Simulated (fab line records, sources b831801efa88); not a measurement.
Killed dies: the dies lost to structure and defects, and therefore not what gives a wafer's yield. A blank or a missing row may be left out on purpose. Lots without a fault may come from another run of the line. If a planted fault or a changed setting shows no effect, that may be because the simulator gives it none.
fab line records || flow sky130
[record] {"lots": 5, "wafers": 15, "lastDay": 50}
route steps=708 shown VIA2@521 METAL3@532 CAPM@537 PAD_OPEN@708
lots that met no fault: from a run of the same line without faults
startH: the number of hours between the record's first day and the start of the first shown wafer of the lot || waitH: hours since the lot's step before || " unchanged from the row above || L1.1+2: a single row standing in for several wafers || - no value present, or no start provided || * or withheld: withheld || < > ~ a bound
route shown NAME@n: a module of which the file shows steps, and the number in the route of the first || usual: mean and standard deviation over wafers with no fault || same: alike in all rows || chamber/n: place in a boat || sites: the reading at each site || _std_site: how widely they spread, as a standard deviation || _edge_site: the outer-site mean with the inner-site mean subtracted || radiusMm: how far each site lies from the wafer's centre || mask NAME#n: copy n || behind: the most recent tool/chamber to have shaped the wafer || hold: reason for holding the lot/hours on hold/outcome of the hold || device: names the non-switching transistor (n, p or np) || end of line: at the end of the route, the tests of the same wafers || a step with no rows: only its recipe || killed: at the first sort, the dies lost to defects and structure; wafer yield is something else || map: the dies of a wafer, with x for killed, . for not killed, _ for no die there
set.NAME: the setting the step ran with; set.NAME@STEP: the setting that earlier step ran with || model.NAME: the simulator's own value behind a step, which no gauge read
certain route steps with their lots: each step a table, each wafer a row
services: a tool's chamber out of use, with start hour (startH, from the record's first day; less than 0 if before it), hours out, and reason
[[steps]]
[step SKY_VIA2_ETCH_14]
[recipe] {"chemistry": "N2/H2", "target": "BARC", "ionEnergyEv": 200, "sourceW": 500, "biasW": 100, "pressureMtorr": 30, "n2FlowSccm": 100, "h2FlowSccm": 200, "stopOn": "SiO2", "timeS": 45.9, "targetDepthA": 600}
[step SKY_VIA2_ETCH_15]
[recipe] {"target": "SiO2", "chemistry": "C4F8/O2/Ar", "targetDepthNm": 546, "stopOn": "TiN", "maskMaterial": "KrF-thick", "sourceW": 1500, "biasW": 1200, "pressureMtorr": 40, "c4f8FlowSccm": "withheld", "O2_flow_sccm": 6, "Ar_flow_sccm": 300, "timeS": 84}
[step SKY_VIA2_STRIP_16]
[recipe] {"chemistry": "O2/N2", "powerW": 1400, "pressureMtorr": 1500, "platenTempC": "withheld", "o2FlowSccm": 3000, "n2FlowSccm": 300, "overashFraction": 0.5}
[step SKY_VIA2_STRIP_17]
[recipe] {"chemistry": "postEtchResidueRemover", "timeS": 1200, "tempC": 72.5}
[step SKY_VIA2_CLEAN_18]
[recipe] {"chemistry": "IPA", "timeS": 180, "tempC": 25}
[step SKY_VIA2_CLEAN_19]
[recipe] {"chemistry": "O3/DIW", "dry": "n2Spin"}
[step SKY_VIA2_SPUTTER_20]
[recipe] {"material": "TiN", "targetThkNm": 20, "chamberPressurePa": 5, "powerW": 4000, "timeS": 80}
[step SKY_VIA2_CVD_21]
[recipe] {"material": "W", "targetThkNm": 420, "timeS": 126.4, "tempC": 400, "pressureTorr": 40}
[step SKY_VIA2_CMP_24]
[recipe] {"stopOn": "SiO2", "tOverpolishS": 20, "downForcePsi": 3.5, "platenRpm": 60, "targetThkNm": 0, "padVelocityMS": 0.94248}
[usual] {"headPressurePsi": "3.501/0.0076", "motorCurrentA": "11.7/1.2", "overpolishRunS": "19.999/0.0094", "retainingRingPressureFrac": "1.000/0.0046", "timeToEndpointS": "100/3.7"}
[same] {"tOverpolishS": 20}
{"lot.wafer": "L977.2", "tool": "cmp-01", "chamber": 2, "startH": 951.07, "waitH": 0.9, "headPressurePsi": 3.509, "motorCurrentA": 13.9, "overpolishRunS": 20.008, "retainingRingPressureFrac": 1.000, "timeToEndpointS": 101}
{"lot.wafer": "L977.6", "tool": "cmp-01", "chamber": 2, "startH": 951.07, "waitH": 0.9, "headPressurePsi": 3.500, "motorCurrentA": 14.1, "overpolishRunS": 20.014, "retainingRingPressureFrac": 1.001, "timeToEndpointS": 102}
{"lot.wafer": "L977.5", "tool": "cmp-01", "chamber": 3, "startH": 951.07, "waitH": 0.9, "headPressurePsi": 3.507, "motorCurrentA": 11.8, "overpolishRunS": 19.993, "retainingRingPressureFrac": 1.005, "timeToEndpointS": 100}
{"lot.wafer": "L979.3", "tool": "cmp-01", "chamber": 2, "startH": 953.82, "waitH": 0.0, "headPressurePsi": 3.498, "motorCurrentA": 13.3, "overpolishRunS": 19.999, "retainingRingPressureFrac": 1.003, "timeToEndpointS": 103}
{"lot.wafer": "L979.5", "tool": "cmp-01", "chamber": 2, "startH": 953.82, "waitH": 0.0, "headPressurePsi": 3.494, "motorCurrentA": 13.6, "overpolishRunS": 20.018, "retainingRingPressureFrac": 1.003, "timeToEndpointS": 99}
{"lot.wafer": "L979.6", "tool": "cmp-01", "chamber": 3, "startH": 953.82, "waitH": 0.0, "headPressurePsi": 3.507, "motorCurrentA": 12.7, "overpolishRunS": 20.000, "retainingRingPressureFrac": 1.005, "timeToEndpointS": 100}
{"lot.wafer": "L980.4", "tool": "cmp-01", "chamber": 3, "startH": 961.90, "waitH": 0.1, "headPressurePsi": 3.501, "motorCurrentA": 12.0, "overpolishRunS": 19.984, "retainingRingPressureFrac": 1.000, "timeToEndpointS": 96}
{"lot.wafer": "L980.6", "tool": "cmp-01", "chamber": 2, "startH": 961.90, "waitH": 0.1, "headPressurePsi": 3.505, "motorCurrentA": 13.2, "overpolishRunS": 20.002, "retainingRingPressureFrac": 0.999, "timeToEndpointS": 100}
{"lot.wafer": "L980.5", "tool": "cmp-01", "chamber": 3, "startH": 961.90, "waitH": 0.1, "headPressurePsi": 3.503, "motorCurrentA": 11.9, "overpolishRunS": 19.989, "retainingRingPressureFrac": 1.006, "timeToEndpointS": 95}
{"lot.wafer": "L985.2", "tool": "cmp-01", "chamber": 1, "startH": 989.82, "waitH": 0.1, "headPressurePsi": 3.506, "motorCurrentA": 11.3, "overpolishRunS": 20.000, "retainingRingPressureFrac": 1.002, "timeToEndpointS": 93}
{"lot.wafer": "L985.5", "tool": "cmp-01", "chamber": 3, "startH": 989.82, "waitH": 0.1, "headPressurePsi": 3.503, "motorCurrentA": 11.7, "overpolishRunS": 20.013, "retainingRingPressureFrac": 0.999, "timeToEndpointS": 101}
{"lot.wafer": "L985.6", "tool": "cmp-01", "chamber": 0, "startH": 989.82, "waitH": 0.1, "headPressurePsi": 3.502, "motorCurrentA": 10.3, "overpolishRunS": 19.990, "retainingRingPressureFrac": 1.001, "timeToEndpointS": 105}
{"lot.wafer": "L986.4", "tool": "cmp-01", "chamber": 0, "startH": 1002.87, "waitH": 0.9, "headPressurePsi": 3.507, "motorCurrentA": 10.6, "overpolishRunS": 19.995, "retainingRingPressureFrac": 1.007, "timeToEndpointS": 107}
{"lot.wafer": "L986.1", "tool": "cmp-01", "chamber": 1, "startH": 1002.87, "waitH": 0.9, "headPressurePsi": 3.517, "motorCurrentA": 10.6, "overpolishRunS": 19.998, "retainingRingPressureFrac": 1.003, "timeToEndpointS": 95}
{"lot.wafer": "L986.5", "tool": "cmp-01", "chamber": 2, "startH": 1002.87, "waitH": 0.9, "headPressurePsi": 3.505, "motorCurrentA": 13.5, "overpolishRunS": 19.995, "retainingRingPressureFrac": 1.002, "timeToEndpointS": 107}
[step SKY_METAL3_SPUTTER_00]
[recipe] {"material": "Ti", "targetThkNm": 15, "powerW": 3000, "timeS": 10, "chamberPressurePa": 0.4}
[step SKY_METAL3_SPUTTER_01]
[recipe] {"material": "TiN", "targetThkNm": 20, "powerW": 6500, "timeS": 16.7, "chamberPressurePa": 0.4}
[step SKY_METAL3_SPUTTER_02]
[recipe] {"material": "AlCu", "targetThkNm": 735, "powerW": 10600, "timeS": 39.1, "chamberPressurePa": 0.4}
[step SKY_METAL3_SPUTTER_03]
[recipe] {"material": "Ti", "targetThkNm": 5, "powerW": 3000, "timeS": 3.3, "chamberPressurePa": 0.4}
[step SKY_METAL3_SPUTTER_04]
[recipe] {"material": "TiN", "targetThkNm": 70, "powerW": 6500, "timeS": 58.3, "chamberPressurePa": 0.4}
[step SKY_CAPM_CVD_00]
[recipe] {"material": "SiO2", "targetThkNm": 15.5, "tempC": 400, "timeS": "withheld", "rfW": 450}
[step SKY_CAPM_SPUTTER_02]
[recipe] {"material": "TiN", "targetThkNm": 200, "tempC": 300, "powerW": 6500, "timeS": 166.7, "chamberPressurePa": 0.4}
[step SKY_CAPM_DEHYDRATE_05]
[recipe] {"tempC": 200, "timeS": 60}
[step SKY_CAPM_HMDS_06]
[recipe] {"primeTimeS": 60, "primeTempC": 120}
[step SKY_CAPM_COAT_07]
[recipe] {"resist": "NOVOLAK", "spinRpm": 3000, "resistThkNm": 1140}
[step SKY_CAPM_SOFTBAKE_08]
[recipe] {"tempC": 90, "timeS": 60, "resist": "NOVOLAK"}
[step SKY_CAPM_EXPOSE_09]
[recipe] {"maskId": "CAPM", "na": 0.6, "sourceShape": "conventional", "sigmaOuter": 0.6, "polarization": "unpolarized", "targetCdNm": 1000, "doseMj": 159}
[step SKY_CAPM_PEB_10]
[recipe] {"tempC": "withheld", "timeS": "*", "resist": "NOVOLAK"}
[step SKY_CAPM_DEVELOP_11]
[recipe] {"resist": "NOVOLAK", "developer": "TMAH", "developTimeS": 60, "devTempC": 23}
[step SKY_CAPM_METAL_ETCH_13]
[recipe] {"targetDepthNm": 220, "stopOn": "SiO2", "chemistry": "Cl2/BCl3", "target": "TiN", "pressureMtorr": 10, "icpW": 900, "biasW": 48.5, "Cl2_flow_sccm": 60, "bcl3FlowSccm": 30, "timeS": 62.9}
[step SKY_CAPM_STRIP_14]
[recipe] {"chemistry": "O2/N2", "powerW": 1400, "pressureMtorr": 1500, "platenTempC": "withheld", "o2FlowSccm": 3000, "n2FlowSccm": 300, "overashFraction": 0.5}
[step SKY_CAPM_STRIP_15]
[recipe] {"chemistry": "postEtchResidueRemover", "timeS": 1200, "tempC": 72.5}
[step SKY_CAPM_CLEAN_16]
[recipe] {"chemistry": "IPA", "timeS": 180, "tempC": 25}
[step SKY_CAPM_CLEAN_17]
[recipe] {"chemistry": "O3/DIW", "dry": "n2Spin"}
[step SKY_METAL3_DEHYDRATE_05]
[recipe] {"tempC": 200, "timeS": 60}
[step SKY_METAL3_HMDS_06]
[recipe] {"primeTimeS": 60, "primeTempC": 120}
[step SKY_METAL3_COAT_07]
[recipe] {"resist": "BARC", "tempC": "withheld", "timeS": "withheld", "spinRpm": 3000, "resistThkNm": 60}
[step SKY_METAL3_COAT_08]
[recipe] {"resist": "KrF-thick", "spinRpm": 3000, "resistThkNm": 1140}
[step SKY_METAL3_SOFTBAKE_09]
[recipe] {"tempC": 100, "timeS": 90, "resist": "KrF-thick"}
[step SKY_METAL3_EXPOSE_10]
[recipe] {"maskId": "MM3", "na": 0.68, "sourceShape": "annular", "sigmaInner": 0.4, "sigmaOuter": 0.8, "targetCdNm": 300, "doseMj": 28}
[step SKY_PAD_OPEN_PROBE_99]
[usual] {"defectLimitedYield": "82.9/2", "killed_at_M0_to_M3": "42/7.6", "killed_at_M4_up": "2.9/1.7", "killedAtContacts": "24/5.1", "killedAtFrontEnd": "15/4", "killedAtOther": "0.2/0.38", "killedDies": "84/9.9", "killedOnRim": "16/4", "killedOpen": "46/7.2", "killedShort": "38/6.6", "sort_bin_3_pad_short": "0.9/0.38", "sort_bin_5_function": "10.2/1.5", "sort_bin_6_memory": "6.0/1", "sortNPass": "408/9.9", "sortYieldPct": "82.9/2"}
[same] {"grossDies": 492, "killedAtBackSide": 0, "sort_bin_4_leakage[%]": 0, "sort_bin_8_speed[%]": 0}
{"lot.wafer": "L977.2", "tool": "prober-02", "chamber": "-", "startH": 1156.00, "waitH": 0.1, "defectLimitedYield[%]": 82.3, "killed_at_M0_to_M3": 38, "killed_at_M4_up": 4, "killedAtContacts": 33, "killedAtFrontEnd": 11, "killedAtOther": 1, "killedDies": 87, "killedOnRim": 13, "killedOpen": 49, "killedShort": 38, "sort_bin_3_pad_short[%]": 1.2, "sort_bin_5_function[%]": 10.6, "sort_bin_6_memory[%]": 5.9, "sortNPass": 405, "sortYieldPct[%]": 82.3, "model.etest.tester.sortNPass": 405, "model.etest.tester.sortYieldPct": 82.32, "model.etest.tester.sort_bin_5_pct": 10.57, "model.etest.tester.sort_bin_6_pct": 5.894, "model.etest.tester.sort_bin_3_pct": 1.22}
{"lot.wafer": "L977.5", "tool": "prober-02", "chamber": "-", "startH": 1156.15, "waitH": 0.2, "defectLimitedYield[%]": 82.3, "killed_at_M0_to_M3": 45, "killed_at_M4_up": 3, "killedAtContacts": 25, "killedAtFrontEnd": 14, "killedAtOther": 0, "killedDies": 87, "killedOnRim": 15, "killedOpen": 56, "killedShort": 31, "sort_bin_3_pad_short[%]": 0.6, "sort_bin_5_function[%]": 10.8, "sort_bin_6_memory[%]": 6.3, "sortNPass": 405, "sortYieldPct[%]": 82.3, "model.etest.tester.sortNPass": 405, "model.etest.tester.sortYieldPct": 82.32, "model.etest.tester.sort_bin_5_pct": 10.77, "model.etest.tester.sort_bin_6_pct": 6.301, "model.etest.tester.sort_bin_3_pct": 0.6098}
{"lot.wafer": "L977.6", "tool": "prober-02", "chamber": "-", "startH": 1156.20, "waitH": 0.2, "defectLimitedYield[%]": 83.3, "killed_at_M0_to_M3": 46, "killed_at_M4_up": 2, "killedAtContacts": 22, "killedAtFrontEnd": 12, "killedAtOther": 0, "killedDies": 82, "killedOnRim": 19, "killedOpen": 56, "killedShort": 26, "sort_bin_3_pad_short[%]": 0.4, "sort_bin_5_function[%]": 8.7, "sort_bin_6_memory[%]": 7.5, "sortNPass": 410, "sortYieldPct[%]": 83.3, "model.etest.tester.sortNPass": 410, "model.etest.tester.sortYieldPct": 83.33, "model.etest.tester.sort_bin_5_pct": 8.74, "model.etest.tester.sort_bin_6_pct": 7.52, "model.etest.tester.sort_bin_3_pct": 0.4065}
{"lot.wafer": "L979.3", "tool": "prober-02", "chamber": "-", "startH": 1158.55, "waitH": 0.2, "defectLimitedYield[%]": 81.5, "killed_at_M0_to_M3": 51, "killed_at_M4_up": 3, "killedAtContacts": 25, "killedAtFrontEnd": 11, "killedAtOther": 1, "killedDies": 91, "killedOnRim": 23, "killedOpen": 51, "killedShort": 40, "sort_bin_3_pad_short[%]": 0.8, "sort_bin_5_function[%]": 10.6, "sort_bin_6_memory[%]": 7.1, "sortNPass": 401, "sortYieldPct[%]": 81.5, "model.etest.tester.sortNPass": 401, "model.etest.tester.sortYieldPct": 81.5, "model.etest.tester.sort_bin_5_pct": 10.57, "model.etest.tester.sort_bin_6_pct": 7.114, "model.etest.tester.sort_bin_3_pct": 0.813}
{"lot.wafer": "L979.5", "tool": "prober-02", "chamber": "-", "startH": 1158.65, "waitH": 0.2, "defectLimitedYield[%]": 84.3, "killed_at_M0_to_M3": 32, "killed_at_M4_up": 3, "killedAtContacts": 29, "killedAtFrontEnd": 13, "killedAtOther": 0, "killedDies": 77, "killedOnRim": 10, "killedOpen": 49, "killedShort": 28, "sort_bin_3_pad_short[%]": 1.0, "sort_bin_5_function[%]": 10.0, "sort_bin_6_memory[%]": 4.7, "sortNPass": 415, "sortYieldPct[%]": 84.3, "model.etest.tester.sortNPass": 415, "model.etest.tester.sortYieldPct": 84.35, "model.etest.tester.sort_bin_5_pct": 9.959, "model.etest.tester.sort_bin_6_pct": 4.675, "model.etest.tester.sort_bin_3_pct": 1.016}
{"lot.wafer": "L979.6", "tool": "prober-02", "chamber": "-", "startH": 1158.70, "waitH": 0.2, "defectLimitedYield[%]": 83.9, "killed_at_M0_to_M3": 39, "killed_at_M4_up": 1, "killedAtContacts": 26, "killedAtFrontEnd": 13, "killedAtOther": 0, "killedDies": 79, "killedOnRim": 15, "killedOpen": 51, "killedShort": 28, "sort_bin_3_pad_short[%]": 0.4, "sort_bin_5_function[%]": 10.4, "sort_bin_6_memory[%]": 5.3, "sortNPass": 413, "sortYieldPct[%]": 83.9, "model.etest.tester.sortNPass": 413, "model.etest.tester.sortYieldPct": 83.94, "model.etest.tester.sort_bin_5_pct": 10.37, "model.etest.tester.sort_bin_6_pct": 5.285, "model.etest.tester.sort_bin_3_pct": 0.4065}
{"lot.wafer": "L980.4", "tool": "prober-01", "chamber": "-", "startH": 1165.55, "waitH": 0.2, "defectLimitedYield[%]": 56.9, "killed_at_M0_to_M3": 186, "killed_at_M4_up": 3, "killedAtContacts": 12, "killedAtFrontEnd": 11, "killedAtOther": 0, "killedDies": 212, "killedOnRim": 38, "killedOpen": 31, "killedShort": 27, "sort_bin_3_pad_short[%]": 4.3, "sort_bin_5_function[%]": 23.8, "sort_bin_6_memory[%]": 15.0, "sortNPass": 280, "sortYieldPct[%]": 56.9, "model.etest.tester.sortNPass": 280, "model.etest.tester.sortYieldPct": 56.91, "model.etest.tester.sort_bin_5_pct": 23.78, "model.etest.tester.sort_bin_6_pct": 15.04, "model.etest.tester.sort_bin_3_pct": 4.268}
{"lot.wafer": "L980.5", "tool": "prober-01", "chamber": "-", "startH": 1165.60, "waitH": 0.2, "defectLimitedYield[%]": 53.9, "killed_at_M0_to_M3": 178, "killed_at_M4_up": 2, "killedAtContacts": 25, "killedAtFrontEnd": 22, "killedAtOther": 0, "killedDies": 227, "killedOnRim": 41, "killedOpen": 52, "killedShort": 31, "sort_bin_3_pad_short[%]": 4.5, "sort_bin_5_function[%]": 26.6, "sort_bin_6_memory[%]": 15.0, "sortNPass": 265, "sortYieldPct[%]": 53.9, "model.etest.tester.sortNPass": 265, "model.etest.tester.sortYieldPct": 53.86, "model.etest.tester.sort_bin_5_pct": 26.63, "model.etest.tester.sort_bin_6_pct": 15.04, "model.etest.tester.sort_bin_3_pct": 4.472}
{"lot.wafer": "L980.6", "tool": "prober-01", "chamber": "-", "startH": 1165.65, "waitH": 0.2, "defectLimitedYield[%]": 54.5, "killed_at_M0_to_M3": 193, "killed_at_M4_up": 1, "killedAtContacts": 16, "killedAtFrontEnd": 14, "killedAtOther": 0, "killedDies": 224, "killedOnRim": 43, "killedOpen": 32, "killedShort": 32, "sort_bin_3_pad_short[%]": 3.3, "sort_bin_5_function[%]": 27.6, "sort_bin_6_memory[%]": 14.6, "sortNPass": 268, "sortYieldPct[%]": 54.5, "model.etest.tester.sortNPass": 268, "model.etest.tester.sortYieldPct": 54.47, "model.etest.tester.sort_bin_5_pct": 27.64, "model.etest.tester.sort_bin_6_pct": 14.63, "model.etest.tester.sort_bin_3_pct": 3.252}
{"lot.wafer": "L985.2", "tool": "prober-02", "chamber": "-", "startH": 1184.60, "waitH": 0.1, "defectLimitedYield[%]": 55.7, "killed_at_M0_to_M3": 174, "killed_at_M4_up": 4, "killedAtContacts": 20, "killedAtFrontEnd": 20, "killedAtOther": 0, "killedDies": 218, "killedOnRim": 43, "killedOpen": 40, "killedShort": 38, "sort_bin_3_pad_short[%]": 2.2, "sort_bin_5_function[%]": 28.7, "sort_bin_6_memory[%]": 13.4, "sortNPass": 274, "sortYieldPct[%]": 55.7, "model.etest.tester.sortNPass": 274, "model.etest.tester.sortYieldPct": 55.69, "model.etest.tester.sort_bin_5_pct": 28.66, "model.etest.tester.sort_bin_6_pct": 13.41, "model.etest.tester.sort_bin_3_pct": 2.236}
{"lot.wafer": "L985.5", "tool": "prober-02", "chamber": "-", "startH": 1184.75, "waitH": 0.2, "defectLimitedYield[%]": 52.8, "killed_at_M0_to_M3": 192, "killed_at_M4_up": 3, "killedAtContacts": 23, "killedAtFrontEnd": 14, "killedAtOther": 0, "killedDies": 232, "killedOnRim": 49, "killedOpen": 47, "killedShort": 40, "sort_bin_3_pad_short[%]": 4.5, "sort_bin_5_function[%]": 30.1, "sort_bin_6_memory[%]": 12.6, "sortNPass": 260, "sortYieldPct[%]": 52.8, "model.etest.tester.sortNPass": 260, "model.etest.tester.sortYieldPct": 52.85, "model.etest.tester.sort_bin_5_pct": 30.08, "model.etest.tester.sort_bin_6_pct": 12.6, "model.etest.tester.sort_bin_3_pct": 4.472}
{"lot.wafer": "L985.6", "tool": "prober-02", "chamber": "-", "startH": 1184.80, "waitH": 0.2, "defectLimitedYield[%]": 52.4, "killed_at_M0_to_M3": 207, "killed_at_M4_up": 2, "killedAtContacts": 15, "killedAtFrontEnd": 10, "killedAtOther": 0, "killedDies": 234, "killedOnRim": 42, "killedOpen": 34, "killedShort": 26, "sort_bin_3_pad_short[%]": 2.8, "sort_bin_5_function[%]": 29.7, "sort_bin_6_memory[%]": 15.0, "sortNPass": 258, "sortYieldPct[%]": 52.4, "model.etest.tester.sortNPass": 258, "model.etest.tester.sortYieldPct": 52.44, "model.etest.tester.sort_bin_5_pct": 29.67, "model.etest.tester.sort_bin_6_pct": 15.04, "model.etest.tester.sort_bin_3_pct": 2.846}
{"lot.wafer": "L986.1", "tool": "prober-01", "chamber": "-", "startH": 1193.71, "waitH": 0.1, "defectLimitedYield[%]": 57.1, "killed_at_M0_to_M3": 181, "killed_at_M4_up": 1, "killedAtContacts": 18, "killedAtFrontEnd": 11, "killedAtOther": 0, "killedDies": 211, "killedOnRim": 46, "killedOpen": 33, "killedShort": 31, "sort_bin_3_pad_short[%]": 3.3, "sort_bin_5_function[%]": 26.8, "sort_bin_6_memory[%]": 12.8, "sortNPass": 281, "sortYieldPct[%]": 57.1, "model.etest.tester.sortNPass": 281, "model.etest.tester.sortYieldPct": 57.11, "model.etest.tester.sort_bin_5_pct": 26.83, "model.etest.tester.sort_bin_6_pct": 12.8, "model.etest.tester.sort_bin_3_pct": 3.252}
{"lot.wafer": "L986.4", "tool": "prober-01", "chamber": "-", "startH": 1193.86, "waitH": 0.2, "defectLimitedYield[%]": 55.3, "killed_at_M0_to_M3": 195, "killed_at_M4_up": 0, "killedAtContacts": 9, "killedAtFrontEnd": 16, "killedAtOther": 0, "killedDies": 220, "killedOnRim": 41, "killedOpen": 33, "killedShort": 34, "sort_bin_3_pad_short[%]": 2.6, "sort_bin_5_function[%]": 29.5, "sort_bin_6_memory[%]": 12.6, "sortNPass": 272, "sortYieldPct[%]": 55.3, "model.etest.tester.sortNPass": 272, "model.etest.tester.sortYieldPct": 55.28, "model.etest.tester.sort_bin_5_pct": 29.47, "model.etest.tester.sort_bin_6_pct": 12.6, "model.etest.tester.sort_bin_3_pct": 2.642}
{"lot.wafer": "L986.5", "tool": "prober-01", "chamber": "-", "startH": 1193.91, "waitH": 0.2, "defectLimitedYield[%]": 56.5, "killed_at_M0_to_M3": 179, "killed_at_M4_up": 1, "killedAtContacts": 15, "killedAtFrontEnd": 19, "killedAtOther": 0, "killedDies": 214, "killedOnRim": 39, "killedOpen": 43, "killedShort": 27, "sort_bin_3_pad_short[%]": 3.3, "sort_bin_5_function[%]": 25.0, "sort_bin_6_memory[%]": 15.2, "sortNPass": 278, "sortYieldPct[%]": 56.5, "model.etest.tester.sortNPass": 278, "model.etest.tester.sortYieldPct": 56.5, "model.etest.tester.sort_bin_5_pct": 25, "model.etest.tester.sort_bin_6_pct": 15.24, "model.etest.tester.sort_bin_3_pct": 3.252}
// killed by level:class
L977.2 LI_CONTACT:geometricParticle:open=11 CONTACT:geometricParticle:open=10 CONTACT:geometricParticle:short=8 VIA1:geometricParticle:short=7 VIA1:geometricParticle:open=7 VIA3:geometricParticle:open=6 VIA3:geometricParticle:short=5 POLY_GATE:geometricParticle:short=4
L977.5 VIA1:geometricParticle:open=13 LI_CONTACT:geometricParticle:open=8 CONTACT:geometricParticle:open=7 VIA1:geometricParticle:short=7 VIA2:geometricParticle:open=7 VIA3:geometricParticle:open=5 POLY_GATE:geometricParticle:short=4 CONTACT:geometricParticle:short=4
L977.6 VIA3:geometricParticle:open=12 VIA1:geometricParticle:open=12 CONTACT:geometricParticle:open=10 POLY_GATE:geometricParticle:open=7 METAL1:geometricParticle:short=5 METAL2:geometricParticle:short=4 VIA2:geometricParticle:open=4 LI_CONTACT:geometricParticle:open=3
L979.3 VIA1:geometricParticle:open=11 VIA2:geometricParticle:open=10 CONTACT:geometricParticle:open=7 CONTACT:geometricParticle:short=7 LI_CONTACT:geometricParticle:open=6 METAL1:geometricParticle:short=6 VIA3:geometricParticle:open=6 LOCAL_INTERCONNECT:geometricParticle:short=5
L979.5 LI_CONTACT:geometricParticle:open=10 CONTACT:geometricParticle:open=9 VIA2:geometricParticle:open=9 POLY_GATE:geometricParticle:short=6 VIA1:geometricParticle:open=5 METAL2:geometricParticle:short=5 CONTACT:geometricParticle:short=4 POLY_GATE:geometricParticle:open=3
L979.6 LI_CONTACT:geometricParticle:open=10 VIA2:geometricParticle:open=10 CONTACT:geometricParticle:open=9 FIELD_ISO:geometricParticle:short=6 VIA1:geometricParticle:open=6 METAL1:geometricParticle:short=4 VIA1:geometricParticle:short=3 VIA3:geometricParticle:short=3
L980.4 VIA2:unspecified=154 VIA1:geometricParticle:open=8 VIA1:geometricParticle:short=6 LI_CONTACT:geometricParticle:open=5 METAL2:geometricParticle:short=4 VIA3:geometricParticle:open=3 SONOS_ONO:geometricParticle:open=3 METAL1:geometricParticle:short=3
L980.5 VIA2:unspecified=144 CONTACT:geometricParticle:open=8 VIA1:geometricParticle:open=8 VIA2:geometricParticle:open=8 FIELD_ISO:geometricParticle:open=7 LI_CONTACT:geometricParticle:open=6 LOCAL_INTERCONNECT:geometricParticle:short=5 METAL1:geometricParticle:short=5
L980.6 VIA2:unspecified=160 CONTACT:geometricParticle:open=9 VIA1:geometricParticle:open=9 METAL2:geometricParticle:short=6 POLY_GATE:geometricParticle:open=4 VIA2:geometricParticle:short=4 CONTACT:geometricParticle:short=4 FIELD_ISO:geometricParticle:open=3
L985.2 VIA2:unspecified=140 CONTACT:geometricParticle:open=9 METAL2:geometricParticle:short=7 VIA1:geometricParticle:open=7 FIELD_ISO:geometricParticle:open=5 METAL1:geometricParticle:short=4 VIA1:geometricParticle:short=4 VIA2:geometricParticle:open=4
L985.5 VIA2:unspecified=145 CONTACT:geometricParticle:open=11 METAL2:geometricParticle:short=9 VIA2:geometricParticle:open=9 VIA1:geometricParticle:open=7 LI_CONTACT:geometricParticle:open=5 VIA2:geometricParticle:short=5 METAL1:geometricParticle:short=4
L985.6 VIA2:unspecified=174 VIA2:geometricParticle:open=9 CONTACT:geometricParticle:open=8 VIA1:geometricParticle:open=6 METAL1:geometricParticle:short=5 FIELD_ISO:geometricParticle:short=4 CONTACT:geometricParticle:short=3 VIA1:geometricParticle:short=3
L986.1 VIA2:unspecified=147 METAL2:geometricParticle:short=7 VIA1:geometricParticle:open=7 LI_CONTACT:geometricParticle:short=6 CONTACT:geometricParticle:open=5 METAL3:geometricParticle:short=5 LI_CONTACT:geometricParticle:open=4 VIA3:geometricParticle:open=4
L986.4 VIA2:unspecified=153 VIA1:geometricParticle:open=8 FIELD_ISO:geometricParticle:open=7 METAL2:geometricParticle:short=7 METAL1:geometricParticle:short=5 VIA2:geometricParticle:open=5 FIELD_ISO:geometricParticle:short=4 VIA2:geometricParticle:short=4
L986.5 VIA2:unspecified=144 VIA1:geometricParticle:open=7 VIA3:geometricParticle:open=7 FIELD_ISO:geometricParticle:short=6 LI_CONTACT:geometricParticle:open=6 CONTACT:geometricParticle:open=6 FIELD_ISO:geometricParticle:open=5 METAL2:geometricParticle:short=5
// map L980.5 (x killed, . not)
__________..xxx...xx_________
________.xx.xxxxxx...._______
______x.x..x.xxxxx.x...._____
_____x..xxxxxx...x..x..xx____
____...x...x.x.xxx..x.xxxx___
___.xx.....x.xxx.xx....xxx.__
__.x....xx.xx.x.x..x..xx...._
_...x..xx.xx....xx.x.....x...
_x.x....x.xx..xx...x.xx.x...x
_.x..xx..x.x..x..xx....x..x..
_.x.xxx..xxxxx.xx.xxx.xx.xxxx
_xx.x...xxxx.xxxx..x..xx..x.x
_..............xx.x..x...x.x.
_..xx..x...xx.xxxxxxx.x..x...
_.xxxx.xxx.......x..x.xxxxx.x
__.xx.x.xxx.x......x.x.xx.x._
___.x..xx.x..x..x.xxx....x.__
____...xxxx......x.x.xx...___
_____x.x..x.xxxx..xxx..x.____
______...x.x..xx..xxxxx._____
________xx.....x...xxx_______
__________x..xx....x_________
// map L985.6 (x killed, . not)
__________x.x.x.x.x._________
________.x....xxx.x.xx_______
______xxxx...xxx.x......_____
_____.x.x..xxx..xx.xxx..x____
____x..xx.x...xx.....xx...___
___....xx.xx..xxx..x..x....__
__x.x..x.x..xx.xx..x.x....x._
_x.x.xx.x.....xx...xxxx.x.x..
_.x...xx.......xxxxxx.x..xxx.
_..x.xx.x....xxx.x..x..x..xx.
_xxxx.xxx....xxxx..xx.x.x.xxx
_xx.xx.x.xx.x..xx.x..x..xxxx.
_x.x.xx..xx.xx.....xxx.x.x.xx
_x..x.x.x.x...x...xx..x.x..xx
_x..xx..x.xxx..xx.x.xx.x.x...
__xxxxxxxx...x....xxxx.....x_
___.xx.xxxxx...xxx.xx..xxxx__
____x.....xxx......xx.x..x___
_____xx......xx.x..xx.xx.____
______...xxxxxx.x......._____
________...x..x.....xx_______
__________..x..xx..x_________
[[services]]
{"tool": "cmp-01", "chamber": "-", "startH": 957.46, "hours": 1.4, "kind": "repair"}
{"tool": "cmp-01", "chamber": "-", "startH": 964.94, "hours": 14.4, "kind": "pm"}
{"tool": "cmp-01", "chamber": "-", "startH": 993.67, "hours": 7.0, "kind": "pm"}
[[key]]
[firstSign] {"step": "SKY_PAD_OPEN_PROBE_99", "reading": "killed_at_M0_to_M3", "direction": "up", "sigmas": 19, "usual": 42, "struck": 187}
[effect] {"step": "SKY_PAD_OPEN_PROBE_99", "reading": "defectLimitedYield", "direction": "down", "sigmas": 14, "usual": 82.9, "struck": 55.0}
[modelEffect] {"step": "SKY_PAD_OPEN_PROBE_99", "value": "etest.tester.sortNPass", "without": 408, "struck": 270.7}
metAt SKY_VIA2_CMP_24
struckWafers L980.4,L980.5,L980.6,L985.2,L985.5,L985.6,L986.1,L986.4,L986.5
onsetBetween 953.82 961.90
alsoFits time
[fault] {"kind": "chamberParticleSource", "tool": "cmp-01", "chamber": "-", "onsetH": 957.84, "steps": "SKY_VIA2_CMP_24", "ratePerVisitCm2": 0.76368, "endH": 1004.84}
